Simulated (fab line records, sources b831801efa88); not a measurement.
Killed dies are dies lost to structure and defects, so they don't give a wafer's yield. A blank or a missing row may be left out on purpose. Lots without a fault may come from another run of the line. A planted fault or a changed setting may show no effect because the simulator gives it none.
fab line records | flow sky130
record lots=5 wafers=15 last_day=48
route steps=708 shown VIA2@514 METAL3@532 CAPM@537
lots that met no fault: from a run of the same line without faults
start_h: hours from the record's first day to the start of the lot's first wafer shown | wait_h: hours since the lot's step before | " the same as in the row above | L1.1+2: a row that stands for several wafers | - no value, or no start given | * or withheld: withheld | < > ~ a bound
route shown NAME@n: a module of which the file shows steps, and the number in the route of the first | usual: mean/standard deviation of fault-free wafers | same: alike in all rows | chamber/n: place in a boat | sites: the reading at each site | _std_site: their standard deviation | _edge_site: outer sites' mean less inner sites' | radius_mm: how far each site lies from the wafer's centre | mask NAME#n: copy n | behind: the tool/chamber that last shaped the wafer | hold: why the lot was held/for how many hours/how that ended | device: the transistor (n, p or np) that didn't switch | end of line: the same wafers' tests at the end of the route | a step without rows: its recipe alone | killed: dies lost to structure and defects at the first sort, not the wafer's yield | map: a wafer's dies, x killed, . not, _ none there
set.NAME: the setting as run; set.NAME@STEP: as run at that earlier step | model.NAME: the simulator's own value behind a step, which no gauge read
lots at some steps of the route; a table a step, a row a wafer
services: from which hour (start_h, from the record's first day; less than 0 if before it) a tool's chamber was out of use, for how many hours, and why
## steps
# step SKY_VIA2_COAT_07
# recipe resist=KrF-thick spin_rpm=3000 resist_thk_nm=450
# usual chill_plate_temp_C=23.01/0.096
# columns lot.wafer tool chamber start_h wait_h chill_plate_temp_C
L075.1 litho_track-02 0 - - 23.07
L075.4 " 0 " " 23.01
L075.5 " 0 " " 22.96
L077.1 litho_track-03 0 - - 22.89
L077.5 " 0 " " 22.97
L077.6 " 0 " " 23.03
L081.1 litho_track-01 0 - - 23.07
L081.3 " 0 " " 22.97
L081.5 " 0 " " 23.00
L085.1 litho_track-02 0 - - 23.16
L085.4 " 0 " " 23.27
L085.6 " 0 " " 22.95
L086.2 litho_track-03 0 - - 22.95
L086.3 " 0 " " 23.02
L086.5 " 0 " " 23.00
# step SKY_VIA2_SOFTBAKE_08
# recipe temp_c=100 time_s=90 resist=KrF-thick
# usual chill_plate_temp_C=23.00/0.12
# columns lot.wafer tool chamber start_h wait_h chill_plate_temp_C
L075.1 litho_track-02 0 - - 22.94
L075.4 " 0 " " 22.98
L075.5 " 0 " " 23.15
L077.1 litho_track-03 0 - - 23.05
L077.5 " 0 " " 22.91
L077.6 " 0 " " 23.06
L081.1 litho_track-01 0 - - 23.04
L081.3 " 0 " " 23.04
L081.5 " 0 " " 23.18
L085.1 litho_track-02 0 - - 22.92
L085.4 " 0 " " 22.86
L085.6 " 0 " " 22.91
L086.2 litho_track-03 0 - - 22.90
L086.3 " 0 " " 22.82
L086.5 " 0 " " 22.90
# step SKY_VIA2_EXPOSE_09
# recipe mask_id=VIM2 na=0.8 source_shape=annular sigma_inner=0.55 sigma_outer=0.85 target_cd_nm=200 dose_mj=38
# columns lot.wafer tool chamber start_h wait_h mask
L075.1+4+5 krf_scanner-01 0 - - VIM2#0
L077.1+5+6 krf_scanner-01 0 - - VIM2#0
L081.1+3+5 krf_scanner-02 0 - - VIM2#0
L085.1+4+6 krf_scanner-02 0 - - VIM2#0
L086.2+3+5 krf_scanner-01 0 - - VIM2#0
# step SKY_VIA2_PEB_10
# recipe peb_temp_c=withheld peb_time_s=withheld resist=KrF-thick
# usual chill_plate_temp_C=*
# columns lot.wafer tool chamber start_h wait_h chill_plate_temp_C
L075.1 litho_track-01 0 - - *
L075.4 " 0 " " *
L075.5 " 0 " " *
L077.1 litho_track-02 0 - - *
L077.5 " 0 " " *
L077.6 " 0 " " *
L081.1 litho_track-03 0 - - *
L081.3 " 0 " " *
L081.5 " 0 " " *
L085.1 litho_track-01 0 - - *
L085.4 " 0 " " *
L085.6 " 0 " " *
L086.2 litho_track-02 0 - - *
L086.3 " 0 " " *
L086.5 " 0 " " *
# step SKY_VIA2_DEVELOP_11
# recipe develop_time_s=60 resist=KrF-thick dev_temp_c=21
# usual chill_plate_temp_C=22.99/0.1
# columns lot.wafer tool chamber start_h wait_h chill_plate_temp_C
L075.1 litho_track-01 0 - - 23.04
L075.4 " 0 " " 23.04
L075.5 " 0 " " 23.00
L077.1 litho_track-02 0 - - 23.00
L077.5 " 0 " " 23.05
L077.6 " 0 " " 23.02
L081.1 litho_track-03 0 - - 22.98
L081.3 " 0 " " 23.05
L081.5 " 0 " " 22.97
L085.1 litho_track-01 0 - - 22.71
L085.4 " 0 " " 22.83
L085.6 " 0 " " 22.90
L086.2 litho_track-02 0 - - 22.92
L086.3 " 0 " " 22.93
L086.5 " 0 " " 23.09
# step SKY_VIA2_CD_MEAS_12
# recipe target_cd_nm=200
# usual cd_nm=199.9/1.5
# columns lot.wafer tool chamber start_h wait_h cd_nm
L075.1 cd_sem-01 - 869.24 - 198.5
L075.4 " - " " 197.3
L075.5 " - " " 199.6
L077.1 cd_sem-02 - 877.51 - 203.2
L077.5 " - " " 203.5
L077.6 " - " " 203.8
L081.1 cd_sem-01 - 905.66 - 199.4
L081.3 " - " " 199.5
L081.5 " - " " 201.4
L085.1 cd_sem-02 - 935.39 - 200.5
L085.4 " - " " 199.9
L085.6 " - " " 200.1
L086.2 cd_sem-02 - 938.30 - 197.4
L086.3 " - " " 198.2
L086.5 " - " " 197.5
# step SKY_VIA2_OVL_MEAS_13
# usual VIA2_OVL=-1/5.2
# columns lot.wafer tool chamber start_h wait_h VIA2_OVL[nm]
L075.1 overlay-01 - 869.36 0.1 10
L075.4 " - " " 7
L075.5 " - " " 10
L077.1 overlay-01 - 877.63 0.1 -11
L077.5 " - " " -2
L077.6 " - " " 0
L081.1 overlay-01 - 905.78 0.1 9
L081.3 " - " " 5
L081.5 " - " " 0
L085.1 overlay-02 - 935.51 0.1 3
L085.4 " - " " 2
L085.6 " - " " 4
L086.2 overlay-02 - 938.41 0.1 2
L086.3 " - " " 9
L086.5 " - " " 7
# step SKY_VIA2_ETCH_14
# recipe chemistry=N2/H2 target=BARC ion_energy_ev=200 source_w=500 bias_w=100 pressure_mtorr=30 n2_flow_sccm=100 h2_flow_sccm=200 stop_on=SiO2 time_s=45.9 target_depth_a=600
# usual drypump_motor_current_A=5.55/0.26 oes_product_au=0.855/0.0046 throttle_valve_pct=13.226/0.0091
# columns lot.wafer tool chamber start_h wait_h drypump_motor_current_A oes_product_au rf_hours_counter_h throttle_valve_pct
L075.1 rie_diel-04 2 869.40 0.0 5.72 0.853 9 13.219
L075.4 " 0 " " 5.34 0.850 19 13.216
L075.5 " 0 " " 5.31 0.856 - 13.225
L077.1 rie_diel-02 0 877.66 0.0 5.74 0.861 13 13.218
L077.5 " 1 " " 5.59 0.852 - 13.220
L077.6 " 0 " " 5.75 0.853 - 13.228
L081.1 rie_diel-04 2 905.82 0.0 5.77 0.854 10 13.214
L081.3 " 3 " " 5.42 0.869 16 13.227
L081.5 " 0 " " 5.30 0.856 - 13.228
L085.1 rie_diel-02 3 935.55 0.0 5.73 0.851 17 13.216
L085.4 " 1 " " 5.59 0.852 13 13.211
L085.6 " 3 " " 5.71 0.857 - 13.241
L086.2 rie_diel-01 2 938.44 0.0 6.24 0.851 18 13.236
L086.3 " 3 " " 5.40 0.865 6 13.227
L086.5 " 3 " " 5.39 0.854 - 13.215
# step SKY_VIA2_ETCH_15
# recipe target=SiO2 chemistry=C4F8/O2/Ar target_depth_nm=546 stop_on=TiN mask_material=KrF-thick source_w=1500 bias_w=1200 pressure_mtorr=40 c4f8_flow_sccm=withheld O2_flow_sccm=6 Ar_flow_sccm=300 time_s=84
# usual oes_product_au=0.941/0.0046
# columns lot.wafer tool chamber start_h wait_h oes_product_au rf_hours_counter_h
L075.1 rie_diel-04 2 869.44 0.0 0.940 9
L075.4 " 0 " " 0.946 19
L075.5 " 0 " " 0.935 -
L077.1 rie_diel-02 0 877.70 0.0 0.934 13
L077.5 " 1 " " 0.946 -
L077.6 " 0 " " 0.937 -
L081.1 rie_diel-04 2 905.86 0.0 0.936 10
L081.3 " 3 " " 0.942 16
L081.5 " 0 " " 0.938 -
L085.1 rie_diel-02 3 935.59 0.0 0.944 17
L085.4 " 1 " " 0.939 13
L085.6 " 3 " " 0.945 -
L086.2 rie_diel-01 2 938.48 0.0 0.939 18
L086.3 " 3 " " 0.942 6
L086.5 " 3 " " 0.938 -
# step SKY_VIA2_STRIP_16
# recipe chemistry=O2/N2 power_w=1400 pressure_mtorr=1500 platen_temp_c=withheld o2_flow_sccm=3000 n2_flow_sccm=300 overash_fraction=0.5
# usual drypump_motor_current_A=5.9/0.38 oes_product_au=0.399/0.0047 strip_time_to_endpoint_s=4.06/0.031
# columns lot.wafer tool chamber start_h wait_h drypump_motor_current_A oes_product_au rf_hours_counter_h strip_time_to_endpoint_s
L075.1 plasma_asher-02 0 869.50 0.0 5.7 0.402 45 4.08
L075.4 " 1 " " 6.1 0.397 - 4.05
L075.5 " 0 " " 5.7 0.399 - 4.05
L077.1 plasma_asher-01 1 877.77 0.0 5.7 0.395 76 4.04
L077.5 " 1 " " 5.7 0.395 - 4.09
L077.6 " 0 " " 5.2 0.404 - 4.04
L081.1 plasma_asher-02 1 905.92 0.0 6.1 0.397 50 4.10
L081.3 " 0 " " 5.7 0.399 - 4.04
L081.5 " 1 " " 6.1 0.397 - 4.10
L085.1 plasma_asher-02 1 935.65 0.0 6.1 0.399 54 4.06
L085.4 " 1 " " 6.1 0.405 - 4.06
L085.6 " 0 " " 5.7 0.400 - 4.06
L086.2 plasma_asher-03 1 938.54 0.0 6.5 0.403 110 4.04
L086.3 " 1 " " 6.5 0.392 - 4.08
L086.5 " 0 " " 6.2 0.397 - 4.05
# step SKY_VIA2_STRIP_17
# recipe chemistry=post_etch_residue_remover time_s=1200 temp_c=72.5
# columns lot.wafer tool chamber start_h wait_h
L075.1+4+5 wet_bench-03 1 869.60 0.1
L077.1+5+6 wet_bench-01 0 877.87 0.1
L081.1+3+5 wet_bench-02 1 906.02 0.1
L085.1+4+6 wet_bench-01 1 935.75 0.1
L086.2+3+5 wet_bench-01 3 938.64 0.1
# step SKY_VIA2_CLEAN_18
# recipe chemistry=IPA time_s=180 temp_c=25
# columns lot.wafer tool chamber start_h wait_h
L075.1+4+5 wet_bench-01 1 869.95 0.0
L077.1+5+6 wet_bench-03 0 878.21 0.0
L081.1+3+5 wet_bench-03 2 906.40 0.0
L085.1+4+6 wet_bench-02 1 936.10 0.0
L086.2+3+5 wet_bench-01 1 939.02 0.0
# step SKY_VIA2_CLEAN_19
# recipe chemistry=O3/DIW dry=n2_spin
# columns lot.wafer tool chamber start_h wait_h
L075.1+4+5 wet_bench-02 2 870.00 0.0
L077.1+5+6 wet_bench-02 0 878.27 0.0
L081.1+3+5 wet_bench-03 1 906.45 0.0
L085.1+4+6 wet_bench-03 2 936.16 0.0
L086.2+3+5 wet_bench-02 2 939.08 0.0
# step SKY_VIA2_SPUTTER_20
# recipe material=TiN target_thk_nm=20 chamber_pressure_pa=5 power_w=4000 time_s=80
# usual throttle_valve_pct=29.9/1.2
# columns lot.wafer tool chamber start_h wait_h throttle_valve_pct
L075.1 pvd_sputter-04 - 870.10 0.0 28.4
L075.4 " - " " 30.3
L075.5 " - " " 30.4
L077.1 pvd_sputter-02 - 878.37 0.0 30.2
L077.5 " - " " 28.7
L077.6 " - " " 30.4
L081.1 pvd_sputter-02 - 906.55 0.0 30.1
L081.3 " - " " 31.7
L081.5 " - " " 30.5
L085.1 pvd_sputter-04 - 936.25 0.0 30.3
L085.4 " - " " 30.7
L085.6 " - " " 28.5
L086.2 pvd_sputter-01 - 939.19 0.0 31.5
L086.3 " - " " 28.7
L086.5 " - " " 31.5
# step SKY_VIA2_CVD_21
# recipe material=W target_thk_nm=420 time_s=126.4 temp_c=400 pressure_torr=40
# usual heater_power_outer_w=577/71 heater_power_w=917/88
# columns lot.wafer tool chamber start_h wait_h heater_power_outer_w heater_power_w
L075.1 cvd_w-02 1 870.16 0.0 543 871
L075.4 " 0 " " 605 968
L075.5 " 0 " " 614 948
L077.1 cvd_w-02 1 878.43 0.0 537 868
L077.5 " 1 " " 532 863
L077.6 " 0 " " 612 967
L081.1 cvd_w-02 1 906.65 0.1 530 856
L081.3 " 1 " " 551 868
L081.5 " 1 " " 529 859
L085.1 cvd_w-02 1 936.31 0.0 537 875
L085.4 " 1 " " 533 885
L085.6 " 0 " " 620 961
L086.2 cvd_w-01 1 939.25 0.0 472 786
L086.3 " 1 " " 466 784
L086.5 " 1 " " 453 789
# step SKY_VIA2_RS_MEAS_22
# recipe thk_meas_gauge=four-point-probe reads=W_of_VIA2_CVD_21+TiN_of_VIA2_SPUTTER_20
# usual VIA2_W_RS=0.270/0.0031
# columns lot.wafer tool chamber start_h wait_h VIA2_W_RS[ohm/sq]
L075.1 film_metro-02 - 870.29 0.1 0.267
L075.4 " - " " 0.271
L075.5 " - " " 0.271
L077.1 film_metro-04 - 878.56 0.1 0.269
L077.5 " - " " 0.275
L077.6 " - " " 0.272
L081.1 film_metro-02 - 906.79 0.1 0.273
L081.3 " - " " 0.277
L081.5 " - " " 0.274
L085.1 film_metro-03 - 936.44 0.1 0.272
L085.4 " - " " 0.270
L085.6 " - " " 0.265
L086.2 film_metro-03 - 939.40 0.1 0.270
L086.3 " - " " 0.267
L086.5 " - " " 0.271
# step SKY_VIA2_THK_MEAS_23
# recipe thk_meas_gauge=xrf reads=W_of_VIA2_CVD_21
# usual VIA2_W_THK=455/9.6
# columns lot.wafer tool chamber start_h wait_h VIA2_W_THK[nm]
L075.1 film_metro-02 - 870.41 0.1 471
L075.4 " - " " 467
L075.5 " - " " 465
L077.1 film_metro-04 - 878.68 0.1 450
L077.5 " - " " 438
L077.6 " - " " 441
L081.1 film_metro-02 - 906.91 0.1 448
L081.3 " - " " 442
L081.5 " - " " 449
L085.1 film_metro-03 - 936.56 0.1 449
L085.4 " - " " 454
L085.6 " - " " 463
L086.2 film_metro-03 - 939.51 0.1 451
L086.3 " - " " 456
L086.5 " - " " 457
# step SKY_VIA2_CMP_24
# recipe stop_on=SiO2 t_overpolish_s=20 down_force_psi=3.5 platen_rpm=60 target_thk_nm=0 pad_velocity_m_s=0.94248
# usual edge_zone_pressure_frac=1.000/0.0046 motor_current_A=11.3/1.1 overpolish_run_s=20.002/0.0087 time_to_endpoint_s=106/6
# columns lot.wafer tool chamber start_h wait_h edge_zone_pressure_frac motor_current_A overpolish_run_s time_to_endpoint_s
L075.4 cmp-02 1 870.47 0.0 0.998 11.6 19.986 104
L075.1 " 3 " " 0.998 8.5 20.004 114
L075.5 " 1 " " 1.002 11.6 19.998 105
L077.1 cmp-01 0 878.84 0.1 0.990 12.5 19.993 106
L077.5 " 2 " " 0.997 11.5 19.996 108
L077.6 " 3 " " 1.002 11.9 20.008 93
L081.1 cmp-01 0 906.97 0.1 0.998 11.9 20.006 106
L081.3 " 2 " " 1.000 11.1 20.000 106
L081.5 " 1 " " 0.997 11.7 20.007 100
L085.1 cmp-02 1 936.72 0.1 0.994 11.1 19.987 109
L085.4 " 2 " " 0.996 10.0 19.994 116
L085.6 " 3 " " 1.001 8.4 20.009 114
L086.3 cmp-02 2 939.66 0.1 1.006 10.3 20.007 116
L086.2 " 3 " " 0.997 8.6 20.013 113
L086.5 " 0 " " 0.998 12.5 19.999 102
# step SKY_METAL3_SPUTTER_00
# recipe material=Ti target_thk_nm=15 power_w=3000 time_s=10 chamber_pressure_pa=0.4
# usual throttle_valve_pct=29.8/1.2
# columns lot.wafer tool chamber start_h wait_h throttle_valve_pct
L075.1 pvd_sputter-01 - 870.77 0.1 31.2
L075.4 " - " " 28.7
L075.5 " - " " 27.9
L077.1 pvd_sputter-03 - 879.04 0.1 31.2
L077.5 " - " " 28.9
L077.6 " - " " 31.5
L081.1 pvd_sputter-02 - 907.27 0.2 31.0
L081.3 " - " " 31.7
L081.5 " - " " 31.2
L085.1 pvd_sputter-03 - 936.92 0.1 29.0
L085.4 " - " " 30.0
L085.6 " - " " 29.2
L086.2 pvd_sputter-03 - 939.86 0.1 29.0
L086.3 " - " " 31.3
L086.5 " - " " 29.0
# step SKY_METAL3_SPUTTER_01
# recipe material=TiN target_thk_nm=20 power_w=6500 time_s=16.7 chamber_pressure_pa=0.4
# usual throttle_valve_pct=29.8/1.2
# columns lot.wafer tool chamber start_h wait_h throttle_valve_pct
L075.1 pvd_sputter-01 - 870.79 0.0 31.5
L075.4 " - " " 28.2
L075.5 " - " " 27.7
L077.1 pvd_sputter-03 - 879.06 0.0 31.1
L077.5 " - " " 29.0
L077.6 " - " " 31.3
L081.1 pvd_sputter-02 - 907.29 0.0 30.8
L081.3 " - " " 31.3
L081.5 " - " " 31.5
L085.1 pvd_sputter-03 - 936.95 0.0 28.9
L085.4 " - " " 29.6
L085.6 " - " " 29.0
L086.2 pvd_sputter-03 - 939.88 0.0 29.0
L086.3 " - " " 31.3
L086.5 " - " " 29.1
# step SKY_METAL3_SPUTTER_02
# recipe material=AlCu target_thk_nm=735 power_w=10600 time_s=39.1 chamber_pressure_pa=0.4
# usual throttle_valve_pct=29.8/1.2
# columns lot.wafer tool chamber start_h wait_h throttle_valve_pct
L075.1 pvd_sputter-01 - 870.82 0.0 31.4
L075.4 " - " " 28.7
L075.5 " - " " 27.7
L077.1 pvd_sputter-03 - 879.09 0.0 31.3
L077.5 " - " " 28.9
L077.6 " - " " 31.4
L081.1 pvd_sputter-02 - 907.31 0.0 31.0
L081.3 " - " " 31.6
L081.5 " - " " 31.5
L085.1 pvd_sputter-03 - 936.97 0.0 28.9
L085.4 " - " " 29.9
L085.6 " - " " 28.9
L086.2 pvd_sputter-03 - 939.91 0.0 29.0
L086.3 " - " " 31.2
L086.5 " - " " 29.0
# step SKY_METAL3_SPUTTER_03
# recipe material=Ti target_thk_nm=5 power_w=3000 time_s=3.3 chamber_pressure_pa=0.4
# usual throttle_valve_pct=29.8/1.2
# columns lot.wafer tool chamber start_h wait_h throttle_valve_pct
L075.1 pvd_sputter-01 - 870.85 0.0 31.4
L075.4 " - " " 28.8
L075.5 " - " " 27.9
L077.1 pvd_sputter-03 - 879.13 0.0 31.1
L077.5 " - " " 29.1
L077.6 " - " " 31.2
L081.1 pvd_sputter-02 - 907.35 0.0 30.9
L081.3 " - " " 31.6
L081.5 " - " " 31.7
L085.1 pvd_sputter-03 - 937.01 0.0 29.2
L085.4 " - " " 29.6
L085.6 " - " " 29.2
L086.2 pvd_sputter-03 - 939.95 0.0 29.0
L086.3 " - " " 31.5
L086.5 " - " " 28.8
# step SKY_METAL3_SPUTTER_04
# recipe material=TiN target_thk_nm=70 power_w=6500 time_s=58.3 chamber_pressure_pa=0.4
# usual throttle_valve_pct=29.8/1.2
# columns lot.wafer tool chamber start_h wait_h throttle_valve_pct
L075.1 pvd_sputter-01 - 870.87 0.0 31.6
L075.4 " - " " 28.2
L075.5 " - " " 27.9
L077.1 pvd_sputter-03 - 879.14 0.0 31.4
L077.5 " - " " 29.3
L077.6 " - " " 31.3
L081.1 pvd_sputter-02 - 907.37 0.0 30.5
L081.3 " - " " 31.7
L081.5 " - " " 31.6
L085.1 pvd_sputter-03 - 937.03 0.0 28.9
L085.4 " - " " 29.8
L085.6 " - " " 29.0
L086.2 pvd_sputter-03 - 939.97 0.0 29.1
L086.3 " - " " 31.3
L086.5 " - " " 29.1
# step SKY_CAPM_CVD_00
# recipe material=SiO2 target_thk_nm=15.5 temp_c=400 time_s=withheld rf_w=450
# usual heater_power_outer_w=425/53 heater_power_w=712/77
# columns lot.wafer tool chamber start_h wait_h heater_power_outer_w heater_power_w
L075.1 pecvd-02 0 870.92 0.0 323 580
L075.4 " 0 " " 326 561
L075.5 " 1 " " 410 629
L077.1 pecvd-01 2 879.19 0.0 387 643
L077.5 " 0 " " 504 787
L077.6 " 1 " " 519 835
L081.1 pecvd-03 1 907.42 0.0 497 817
L081.3 " 2 " " 484 823
L081.5 " 1 " " 485 828
L085.1 pecvd-01 2 937.08 0.0 460 735
L085.4 " 2 " " 451 744
L085.6 " 1 " " 517 846
L086.2 pecvd-02 2 940.01 0.0 372 635
L086.3 " 0 " " 401 675
L086.5 " 0 " " 400 667
# step SKY_CAPM_THK_MEAS_01
# recipe reads=SiO2_of_CAPM_CVD_00
# usual CAPM_CVD_00_THK=15.55/0.26
# columns lot.wafer tool chamber start_h wait_h CAPM_CVD_00_THK[nm]
L075.1 film_metro-03 - 870.95 - 15.22
L075.4 " - " " 15.40
L075.5 " - " " 15.79
L077.1 film_metro-02 - 879.21 - 15.15
L077.5 " - " " 15.53
L077.6 " - " " 15.53
L081.1 film_metro-02 - 907.44 - 15.60
L081.3 " - " " 15.24
L081.5 " - " " 16.07
L085.1 film_metro-02 - 937.10 - 15.56
L085.4 " - " " 15.63
L085.6 " - " " 15.44
L086.2 film_metro-01 - 940.06 - 15.33
L086.3 " - " " 15.60
L086.5 " - " " 15.62
# step SKY_CAPM_SPUTTER_02
# recipe material=TiN target_thk_nm=200 temp_c=300 power_w=6500 time_s=166.7 chamber_pressure_pa=0.4
# usual throttle_valve_pct=30.0/0.94
# columns lot.wafer tool chamber start_h wait_h throttle_valve_pct
L075.1 pvd_sputter-02 - 871.01 0.1 31.1
L075.4 " - " " 30.1
L075.5 " - " " 31.6
L077.1 pvd_sputter-02 - 879.27 0.1 30.2
L077.5 " - " " 28.7
L077.6 " - " " 30.7
L081.1 pvd_sputter-02 - 907.50 0.1 28.9
L081.3 " - " " 31.4
L081.5 " - " " 31.6
L085.1 pvd_sputter-02 - 937.16 0.1 28.8
L085.4 " - " " 30.9
L085.6 " - " " 30.2
L086.2 pvd_sputter-02 - 940.11 0.0 30.3
L086.3 " - " " 31.5
L086.5 " - " " 29.6
# step SKY_CAPM_RS_MEAS_03
# recipe thk_meas_gauge=four-point-probe reads=TiN_of_CAPM_SPUTTER_02
# usual CAPM_TIN_RS=6.96/0.089
# columns lot.wafer tool chamber start_h wait_h CAPM_TIN_RS[ohm/sq]
L075.1 film_metro-02 - 871.12 0.1 6.85
L075.4 " - " " 6.86
L075.5 " - " " 6.92
L077.1 film_metro-03 - 879.38 0.1 6.89
L077.5 " - " " 6.76
L077.6 " - " " 6.87
L081.1 film_metro-03 - 907.61 0.1 6.83
L081.3 " - " " 6.94
L081.5 " - " " 6.90
L085.1 film_metro-03 - 937.27 0.1 6.92
L085.4 " - " " 6.93
L085.6 " - " " 7.00
L086.2 film_metro-03 - 940.24 0.1 6.93
L086.3 " - " " 6.92
L086.5 " - " " 6.98
# step SKY_CAPM_THK_MEAS_04
# recipe thk_meas_gauge=xrf reads=TiN_of_CAPM_SPUTTER_02
# usual CAPM_TIN_THK=198.3/2.8
# columns lot.wafer tool chamber start_h wait_h CAPM_TIN_THK[nm]
L075.1 film_metro-02 - 871.24 0.1 202.0
L075.4 " - " " 201.6
L075.5 " - " " 199.8
L077.1 film_metro-03 - 879.50 0.1 197.6
L077.5 " - " " 200.9
L077.6 " - " " 198.5
L081.1 film_metro-03 - 907.73 0.1 199.5
L081.3 " - " " 196.8
L081.5 " - " " 197.8
L085.1 film_metro-03 - 937.39 0.1 197.2
L085.4 " - " " 196.5
L085.6 " - " " 195.3
L086.2 film_metro-03 - 940.35 0.1 196.7
L086.3 " - " " 197.7
L086.5 " - " " 194.7
# step SKY_CAPM_DEHYDRATE_05
# recipe temp_c=200 time_s=60
# usual chill_plate_temp_C=23.03/0.099
# columns lot.wafer tool chamber start_h wait_h chill_plate_temp_C
L075.1 litho_track-03 0 883.41 12.2 23.05
L075.4 " 0 " " 23.02
L075.5 " 0 " " 22.97
L077.1 litho_track-03 0 890.71 11.2 22.90
L077.5 " 0 " " 22.98
L077.6 " 0 " " 22.87
L081.1 litho_track-01 0 919.34 11.6 22.89
L081.3 " 0 " " 23.02
L081.5 " 0 " " 22.98
L085.1 litho_track-01 0 949.59 12.2 22.91
L085.4 " 0 " " 22.97
L085.6 " 0 " " 23.07
L086.2 litho_track-03 0 952.19 11.8 22.93
L086.3 " 0 " " 23.01
L086.5 " 0 " " 22.93
# step SKY_CAPM_HMDS_06
# recipe prime_time_s=60 prime_temp_c=120
# usual chill_plate_temp_C=22.98/0.11
# columns lot.wafer tool chamber start_h wait_h chill_plate_temp_C
L075.1 litho_track-03 0 883.56 0.1 23.04
L075.4 " 0 " " 23.10
L075.5 " 0 " " 23.10
L077.1 litho_track-03 0 890.86 0.1 22.87
L077.5 " 0 " " 22.76
L077.6 " 0 " " 22.88
L081.1 litho_track-01 0 919.49 0.1 22.92
L081.3 " 0 " " 23.12
L081.5 " 0 " " 22.89
L085.1 litho_track-01 0 949.74 0.1 22.85
L085.4 " 0 " " 23.02
L085.6 " 0 " " 22.93
L086.2 litho_track-03 0 952.34 0.1 23.09
L086.3 " 0 " " 23.04
L086.5 " 0 " " 22.87
# step SKY_CAPM_COAT_07
# recipe resist=NOVOLAK spin_rpm=3000 resist_thk_nm=1140
# usual chill_plate_temp_C=23.00/0.11
# columns lot.wafer tool chamber start_h wait_h chill_plate_temp_C
L075.1 litho_track-03 0 883.71 0.1 22.97
L075.4 " 0 " " 23.04
L075.5 " 0 " " 23.13
L077.1 litho_track-03 0 891.01 0.1 22.92
L077.5 " 0 " " 23.02
L077.6 " 0 " " 23.05
L081.1 litho_track-01 0 919.64 0.1 23.10
L081.3 " 0 " " 23.01
L081.5 " 0 " " 23.01
L085.1 litho_track-01 0 949.89 0.1 22.96
L085.4 " 0 " " 22.95
L085.6 " 0 " " 23.09
L086.2 litho_track-03 0 952.49 0.1 23.20
L086.3 " 0 " " 23.13
L086.5 " 0 " " 23.25
# step SKY_CAPM_SOFTBAKE_08
# recipe temp_c=90 time_s=60 resist=NOVOLAK
# usual chill_plate_temp_C=23.03/0.11
# columns lot.wafer tool chamber start_h wait_h chill_plate_temp_C
L075.1 litho_track-03 0 883.86 0.1 23.08
L075.4 " 0 " " 22.95
L075.5 " 0 " " 22.91
L077.1 litho_track-03 0 891.16 0.1 23.00
L077.5 " 0 " " 23.23
L077.6 " 0 " " 22.86
L081.1 litho_track-01 0 919.79 0.1 23.11
L081.3 " 0 " " 23.13
L081.5 " 0 " " 23.16
L085.1 litho_track-01 0 950.04 0.1 22.97
L085.4 " 0 " " 22.93
L085.6 " 0 " " 23.05
L086.2 litho_track-03 0 952.64 0.1 22.98
L086.3 " 0 " " 23.22
L086.5 " 0 " " 22.97
# step SKY_CAPM_EXPOSE_09
# recipe mask_id=CAPM na=0.6 source_shape=conventional sigma_outer=0.6 polarization=unpolarized target_cd_nm=1000 dose_mj=159
# columns lot.wafer tool chamber start_h wait_h mask
L075.1+4+5 iline_stepper-01 0 - - CAPM#0
L077.1+5+6 iline_stepper-01 0 - - CAPM#0
L081.1+3+5 iline_stepper-02 0 - - CAPM#0
L085.1+4+6 iline_stepper-01 0 - - CAPM#0
L086.2+3+5 iline_stepper-02 0 - - CAPM#0
# step SKY_CAPM_PEB_10
# recipe temp_c=withheld time_s=* resist=NOVOLAK
# usual chill_plate_temp_C=*
# columns lot.wafer tool chamber start_h wait_h chill_plate_temp_C
L075.1 litho_track-04 0 - - *
L075.4 " 0 " " *
L075.5 " 0 " " *
L077.1 litho_track-04 0 - - *
L077.5 " 0 " " *
L077.6 " 0 " " *
L081.1 litho_track-03 0 - - *
L081.3 " 0 " " *
L081.5 " 0 " " *
L085.1 litho_track-04 0 - - *
L085.4 " 0 " " *
L085.6 " 0 " " *
L086.2 litho_track-01 0 - - *
L086.3 " 0 " " *
L086.5 " 0 " " *
# step SKY_CAPM_DEVELOP_11
# recipe resist=NOVOLAK developer=TMAH develop_time_s=60 dev_temp_c=23
# usual chill_plate_temp_C=22.99/0.11
# columns lot.wafer tool chamber start_h wait_h chill_plate_temp_C
L075.1 litho_track-04 0 896.92 0.1 22.74
L075.4 " 0 " " 22.90
L075.5 " 0 " " 22.86
L077.1 litho_track-04 0 904.17 0.1 22.91
L077.5 " 0 " " 23.01
L077.6 " 0 " " 22.99
L081.1 litho_track-03 0 932.61 0.1 23.00
L081.3 " 0 " " 23.08
L081.5 " 0 " " 23.14
L085.1 litho_track-04 0 962.13 0.1 22.98
L085.4 " 0 " " 22.96
L085.6 " 0 " " 22.83
L086.2 litho_track-01 0 964.92 0.1 23.07
L086.3 " 0 " " 22.94
L086.5 " 0 " " 23.05
# step SKY_CAPM_OVL_MEAS_12
# usual CAPM_OVL=0.3/1.4
# columns lot.wafer tool chamber start_h wait_h CAPM_OVL[nm]
L075.1 overlay-02 - 897.07 0.1 -0.5
L075.4 " - " " -1.6
L075.5 " - " " -1.5
L077.1 overlay-02 - 904.32 0.1 2.6
L077.5 " - " " 2.2
L077.6 " - " " 1.3
L081.1 overlay-01 - 932.76 0.1 -2.6
L081.3 " - " " -0.9
L081.5 " - " " -1.7
L085.1 overlay-02 - 962.28 0.1 0.2
L085.4 " - " " -0.4
L085.6 " - " " 0.9
L086.2 overlay-02 - 965.05 0.1 1.0
L086.3 " - " " 0.7
L086.5 " - " " -0.4
## services
# columns tool chamber start_h hours kind
pvd_sputter-03 - 835.46 3.0 repair
krf_scanner-01 - 836.32 1.0 pm
pecvd-02 - 842.29 1.2 repair
krf_scanner-02 - 843.87 15.7 repair
iline_stepper-02 - 851.92 1.7 pm
rie_diel-02 3 855.26 2.9 repair
pvd_sputter-03 - 855.34 1.8 repair
krf_scanner-02 - 859.60 3.6 pm
cvd_w-02 - 861.73 2.0 repair
rie_diel-01 2 862.75 21.8 repair
krf_scanner-02 - 863.15 1.0 pm
krf_scanner-02 - 864.15 1.3 pm
krf_scanner-02 - 865.45 0.8 pm
rie_diel-01 3 881.58 6.9 repair
pvd_sputter-01 - 890.16 9.0 repair
krf_scanner-01 - 903.67 0.2 repair
rie_diel-04 - 928.19 14.6 pm
krf_scanner-01 - 940.61 4.0 pm
rie_diel-02 2 949.96 18.0 repair
iline_stepper-01 - 952.44 18.9 repair
krf_scanner-01 - 953.97 0.8 pm
cmp-02 - 957.90 1.1 repair
krf_scanner-01 - 959.22 2.7 repair
rie_diel-04 2 964.68 4.3 repair
## key
fault none
